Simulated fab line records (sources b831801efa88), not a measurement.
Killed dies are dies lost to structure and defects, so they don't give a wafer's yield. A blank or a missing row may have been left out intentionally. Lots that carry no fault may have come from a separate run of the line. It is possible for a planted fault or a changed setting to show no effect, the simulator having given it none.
Which tool was responsible?    flow gf180mcu    Sampling: 14 lots, 42 wafers, 5 of 602 route steps

## WHAT THE GAUGES SHOWED, per wafer
GF_HV_LDD_OVL_MEAS_08. Usual: HV_LDD_OVL -0.9 nm, standard deviation 1.5.
lot   measured      on          HV_LDD_OVL (nm)  flag
L217  day 10 02:47  overlay-02  -2.2 0.1 -1.7    
L218  day 10 19:35  overlay-02  -2.0 -1.8 -1.5   
L219  day 11 10:44  overlay-01  -2.4 -1.1 -1.3   
L221  day 11 16:19  overlay-02  -1.8 -1.9 -0.1   
L223  day 12 10:02  overlay-01  1.6 0.1 1.5      
L225  day 13 00:01  overlay-02  -2.9 -1.8 -2.4   
L226  day 13 02:33  overlay-02  1.9 -1.4 -0.8    
L227  day 13 02:46  overlay-02  1.7 1.9 1.8      
L228  day 13 10:44  overlay-02  -2.1 -0.2 -0.8   
L229  day 14 01:05  overlay-02  -1.2 0.5 0.5     
L232  day 14 22:08  overlay-01  0.5 0.2 -0.7     
L234  day 15 08:26  overlay-02  -2.6 0.5 0.1     
L239  day 17 04:50  overlay-02  -3.5 -3.8 -3.7   
L240  day 17 13:17  overlay-02  -2.1 -3.7 -2.4   

GF_HV_LDD_OVL_MEAS_32. Usual: HV_LDD_02_OVL -0.7 nm, standard deviation 1.4.
lot   measured      on          HV_LDD_02_OVL (nm)  flag
L217  day 11 16:20  overlay-01  -0.6 0.9 -0.9       
L218  day 12 09:44  overlay-02  0.2 1.4 2.1         
L219  day 13 01:29  overlay-02  -2.3 -2.1 -0.8      
L221  day 13 07:10  overlay-02  -0.2 -1.4 -1.3      
L223  day 14 02:16  overlay-01  1.2 -1.5 0.7        
L225  day 14 18:35  overlay-02  -1.2 -1.7 0.0       
L226  day 14 20:41  overlay-02  0.0 -1.9 -0.9       
L227  day 14 21:29  overlay-01  0.0 -0.3 -2.6       
L228  day 15 05:44  overlay-02  -1.0 -1.7 -1.6      
L229  day 15 21:20  overlay-01  0.0 -0.9 -1.4       
L232  day 16 20:05  overlay-02  -1.5 -0.9 -0.5      
L234  day 17 06:08  overlay-02  2.1 -0.8 -0.7       
L239  day 19 05:44  overlay-02  0.9 1.0 2.2         
L240  day 19 14:50  overlay-01  -1.4 1.1 -1.8       

GF_HV_LDD_TW_MEAS_50. Usual: HV_LDD_4_TW 569, standard deviation 7.2.
lot   measured      on             HV_LDD_4_TW  flag
L217  day 12 12:59  film_metro-03  567 567 565  
L218  day 13 06:07  film_metro-03  561 565 564  
L219  day 13 23:22  film_metro-03  562 562 563  
L221  day 14 05:55  film_metro-04  575 573 572  
L223  day 15 00:35  film_metro-01  577 579 578  
L225  day 15 18:46  film_metro-03  557 559 557  
L226  day 15 20:22  film_metro-04  579 573 577  
L227  day 15 20:39  film_metro-04  574 581 576  
L228  day 16 05:26  film_metro-03  565 562 560  
L229  day 16 21:16  film_metro-01  575 574 575  
L232  day 17 20:20  film_metro-04  579 578 576  
L234  day 18 07:14  film_metro-04  575 573 574  
L239  day 20 07:05  film_metro-03  885 885 885  OFF
L240  day 20 16:36  film_metro-04  893 899 894  OFF

GF_HV_LDD_THK_MEAS_55. Usual: HV_LDD_CVD_54_THK 10.01 nm, standard deviation 0.16.
lot   measured      on             HV_LDD_CVD_54_THK (nm)  flag
L217  day 12 14:18  film_metro-04  10.13 10.14 10.09       
L218  day 13 07:26  film_metro-01  10.04 10.26 10.14       
L219  day 14 00:41  film_metro-04  9.77 9.85 9.73          
L221  day 14 07:14  film_metro-01  9.99 10.09 10.10        
L223  day 15 01:55  film_metro-04  10.16 10.05 10.02       
L225  day 15 20:05  film_metro-01  9.90 9.80 9.77          
L226  day 15 23:41  film_metro-04  10.06 10.09 10.14       
L227  day 15 23:40  film_metro-03  10.29 10.39 10.34       
L228  day 16 06:46  film_metro-04  10.14 9.95 10.05        
L229  day 16 22:35  film_metro-04  9.97 9.89 9.96          
L232  day 17 21:40  film_metro-01  9.91 9.90 9.95          
L234  day 18 08:35  film_metro-01  9.96 9.89 9.91          
L239  day 20 08:24  film_metro-04  9.96 9.96 9.91          
L240  day 20 17:55  film_metro-03  10.18 10.23 10.25       

## WHICH TOOL RAN EACH LOT (tool, then ch and the chambers of the sampled wafers, then the start)
lot   GF_HV_LDD_IMPLANT_48
L217  implanter-01 ch 0, day 12 12:44
L218  implanter-02 ch 0, day 13 05:52
L219  implanter-01 ch 0, day 13 23:07
L221  implanter-04 ch 0, day 14 05:40
L223  implanter-04 ch 0, day 15 00:20
L225  implanter-04 ch 0, day 15 18:31
L226  implanter-01 ch 0, day 15 20:10
L227  implanter-04 ch 0, day 15 20:25
L228  implanter-01 ch 0, day 16 05:10
L229  implanter-04 ch 0, day 16 21:01
L232  implanter-02 ch 0, day 17 20:05
L234  implanter-01 ch 0, day 18 06:59
L239  implanter-04 ch 0, day 20 06:52
L240  implanter-04 ch 0, day 20 16:22
- GF_HV_LDD_IMPLANT_48

## AS READ BY THE TOOLS THEMSELVES (means over the sampled wafers that have a number; for cases with no such wafer, the mark the record gives instead)
GF_HV_LDD_IMPLANT_48. Usual: end_station_pressure_torr 5.13e-06 Torr, standard deviation 2.7e-07; tilt_deg 6.999 degrees, standard deviation 0.018.
lot   tool          end_station_pressure_torr (Torr)  tilt_deg (degrees)  flag
L217  implanter-01  5.50e-06                          6.982               
L218  implanter-02  5.12e-06                          6.994               
L219  implanter-01  5.39e-06                          6.981               
L221  implanter-04  4.82e-06                          7.019               
L223  implanter-04  5.06e-06                          7.041               
L225  implanter-04  4.98e-06                          7.006               
L226  implanter-01  5.07e-06                          6.992               
L227  implanter-04  5.03e-06                          7.028               
L228  implanter-01  5.11e-06                          6.987               
L229  implanter-04  5.15e-06                          7.004               
L232  implanter-02  5.33e-06                          6.999               
L234  implanter-01  5.18e-06                          7.006               
L239  implanter-04  4.97e-06                          7.014               
L240  implanter-04  5.11e-06                          7.013               

## THE ANSWER, worked out from the rows above alone
Rule: take the mean of a lot's wafers that have a number; if it is more than 3 standard deviations from the usual mean, the lot is off. Also off: a lot with no number at a reading for which 4 or more lots have one. All remaining lots with rows at the step are treated as sound. Order of review: gauges by route order, followed by the tools' own readings, for which a lot's mean as printed above is used. At the first step where some lot is off, the reading lying furthest off is the one used; lots without a number count as furthest.
Off: L239, L240, at GF_HV_LDD_TW_MEAS_50 (HV_LDD_4_TW).
A tool fits if, at a process step before that reading, it ran every lot that is off, and no sound lot after the first of them. Gauges at GF_HV_LDD_TW_MEAS_50: tried the same way as those tools. One fits: implanter-04 at GF_HV_LDD_IMPLANT_48. Its last sound lot is L229 (day 16 21:01), its first lot that is off L239 (day 20 06:52): a fault that began between those two fits.

## WHAT THE SIMULATOR HAD PUT IN
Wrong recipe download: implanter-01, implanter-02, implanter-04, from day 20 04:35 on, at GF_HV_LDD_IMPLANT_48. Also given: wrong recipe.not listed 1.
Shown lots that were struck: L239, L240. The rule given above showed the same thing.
